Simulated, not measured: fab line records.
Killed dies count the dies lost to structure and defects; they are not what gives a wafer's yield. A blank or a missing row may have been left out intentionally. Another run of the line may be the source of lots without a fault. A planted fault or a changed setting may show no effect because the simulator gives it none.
Chamber matching    flow sfq_line    rie_diel-03 running SFQ_TRILAYER_I2_VIA_BARC_OPEN_VIA_ETCH_096: 4 sister chambers
The step etches BARC in O2, target depth 125 nm, time 41.7 s. 4 wafers are shown with their chamber, then 7 later ones without.

== WAFERS WITH THEIR CHAMBER ==
wafer   chamber  drypump_motor_current_A (A)
L660.1  0        4.8
L660.6  1        5.6
L666.1  2        5.6
L666.3  3        4.9

== WAFERS WITHOUT THEIR CHAMBER ==
wafer   drypump_motor_current_A (A)
L666.6  4.8
L668.3  5.6
L668.5  4.8
L668.6  5.6
L675.2  5.7
L675.3  5.6
L675.5  5.6

== WHICH CHAMBER EACH ONE RAN IN ==
wafer   from the rows above      in truth
L666.6  0                        0
L668.3  can't be placed: 1 or 2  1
L668.5  0                        0
L668.6  can't be placed: 1 or 2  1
L675.2  can't be placed: 1 or 2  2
L675.3  can't be placed: 1 or 2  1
L675.5  can't be placed: 1 or 2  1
Correct placement for 2 of the 7. Can't be placed from these rows: 5 (the true chamber is among the candidates in 5). Wrongly placed: 0.
How it was worked out, from the rows above alone: a wafer's distance from a chamber is the root of the sum, over the readings, of the square of ((its reading less the chamber's mean) divided by the reading's scatter). The wafer belongs to the nearest chamber; if the next one is less than 2 further off, it can't be placed. For every chamber, the mean is computed from those of its wafers that are shown. The scatter: root of mean squared gap, hidden wafer to nearest shown wafer, with one shown wafer a chamber.
